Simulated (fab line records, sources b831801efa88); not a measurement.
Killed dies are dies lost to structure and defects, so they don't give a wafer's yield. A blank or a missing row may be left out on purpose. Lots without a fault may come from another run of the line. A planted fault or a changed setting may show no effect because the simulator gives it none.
Tool commonality check | flow gf180mcu | 13 lots, 39 wafers sampled

WHY IT WAS OPENED
At GF_NWELL_TW_MEAS_11 the reading NWELL_TW is flagged on 2 of 13 lots. Wafers without a fault read 1571, standard deviation 26.
Rule: a lot is flagged when every wafer of it that has a number lies more than 4 standard deviations from that mean, or none has a number. The other lots count as sound.

lot  | measured    | on            | NWELL_TW, wafer by wafer | flag
L228 | day 3 07:26 | film_metro-02 | 1595 1595 1588           |
L229 | day 3 14:17 | film_metro-04 | 1557 1561 1572           |
L230 | day 3 19:47 | film_metro-02 | 1597 1599 1594           |
L231 | day 3 23:11 | film_metro-04 | 1558 1560 1559           |
L232 | day 4 05:32 | film_metro-01 | 1548 1540 1546           |
L234 | day 4 15:13 | film_metro-01 | 1545 1545 1537           |
L235 | day 4 22:33 | film_metro-02 | 1600 1606 1602           |
L238 | day 5 13:29 | film_metro-01 | 1537 1539 1540           |
L240 | day 6 02:38 | film_metro-04 | 1559 1567 1558           |
L244 | day 6 23:03 | film_metro-02 | 1596 1601 1591           |
L246 | day 7 12:50 | film_metro-04 | 1458 1451 1452           | FLAGGED
L248 | day 7 20:35 | film_metro-04 | 1452 1445 1451           | FLAGGED
L251 | day 8 14:41 | film_metro-02 | 1600 1584 1593           |
The numbers of the flagged lots are 1452 on average: -120 against the usual, or -5 standard deviations.

WHICH TOOL RAN EACH LOT
The record holds 2 process steps before the reading, out of a route of 602 steps. In each cell: the tool, then ch and the chambers that the sampled wafers went through, then the start.
lot  | flag    | GF_STI_STRIP_15                     | GF_NWELL_IMPLANT_08
L228 |         | plasma_asher-03 ch 0,1, day 2 02:20 | implanter-01 ch 0, day 3 07:02
L229 |         | plasma_asher-04 ch 0,1, day 2 06:37 | implanter-02 ch 0, day 3 13:55
L230 |         | plasma_asher-04 ch 0,1, day 2 12:58 | implanter-02 ch 0, day 3 19:23
L231 |         | plasma_asher-04 ch 0,1, day 2 16:47 | implanter-02 ch 0, day 3 22:47
L232 |         | plasma_asher-04 ch 0,1, day 2 22:31 | implanter-02 ch 0, day 4 05:08
L234 |         | plasma_asher-02 ch 0,1, day 3 07:51 | implanter-01 ch 0, day 4 14:50
L235 |         | plasma_asher-04 ch 0,1, day 3 14:37 | implanter-02 ch 0, day 4 22:10
L238 |         | plasma_asher-04 ch 0,1, day 4 04:46 | implanter-01 ch 0, day 5 13:05
L240 |         | plasma_asher-02 ch 0,1, day 4 15:16 | implanter-02 ch 0, day 6 02:14
L244 |         | plasma_asher-03 ch 0,1, day 5 11:25 | implanter-01 ch 0, day 6 22:41
L246 | FLAGGED | plasma_asher-03 ch 0,1, day 6 00:07 | implanter-02 ch 0, day 7 12:26
L248 | FLAGGED | plasma_asher-02 ch 0,1, day 6 08:22 | implanter-02 ch 0, day 7 20:11
L251 |         | plasma_asher-04 ch 0,1, day 7 00:55 | implanter-01 ch 0, day 8 14:17
What these steps do:
- GF_STI_STRIP_15: strips in O2/N2.
- GF_NWELL_IMPLANT_08
- GF_NWELL_TW_MEAS_11

FLAGGED OVER TOTAL, TOOL BY TOOL (the gauges that took the reading come last)
step                | tool            | lots run | flagged | share of the flagged lots | sound lots run after its first flagged lot
GF_STI_STRIP_15     | plasma_asher-02 | 3        | 1       | some                      | 0
GF_STI_STRIP_15     | plasma_asher-03 | 3        | 1       | some                      | 0
GF_STI_STRIP_15     | plasma_asher-04 | 7        | 0       | none                      | -
GF_NWELL_IMPLANT_08 | implanter-01    | 5        | 0       | none                      | -
GF_NWELL_IMPLANT_08 | implanter-02    | 8        | 2       | all                       | 0
GF_NWELL_TW_MEAS_11 | film_metro-01   | 3        | 0       | none                      | -
GF_NWELL_TW_MEAS_11 | film_metro-02   | 5        | 0       | none                      | -
GF_NWELL_TW_MEAS_11 | film_metro-04   | 5        | 2       | all                       | 0

WHAT THE TABLE ALLOWS
2 rows of the table ran every flagged lot: implanter-02 at GF_NWELL_IMPLANT_08, film_metro-04 at GF_NWELL_TW_MEAS_11.
- implanter-02 at GF_NWELL_IMPLANT_08: 2 of its 8 lots flagged. Its last sound lot is L240 (day 6 02:14), its first flagged lot L246 (day 7 12:26): a fault that began between those two fits.
- film_metro-04 at GF_NWELL_TW_MEAS_11: 2 of its 5 lots flagged. Its last sound lot is L240 (day 6 02:38), its first flagged lot L246 (day 7 12:50): a fault that began between those two fits.
Counting lots can't tell these 2 tools apart, because each fits a fault that began at some hour. More lots, or a look at what each step does to the wafer, might.

WHAT THE SIMULATOR HAD PUT IN
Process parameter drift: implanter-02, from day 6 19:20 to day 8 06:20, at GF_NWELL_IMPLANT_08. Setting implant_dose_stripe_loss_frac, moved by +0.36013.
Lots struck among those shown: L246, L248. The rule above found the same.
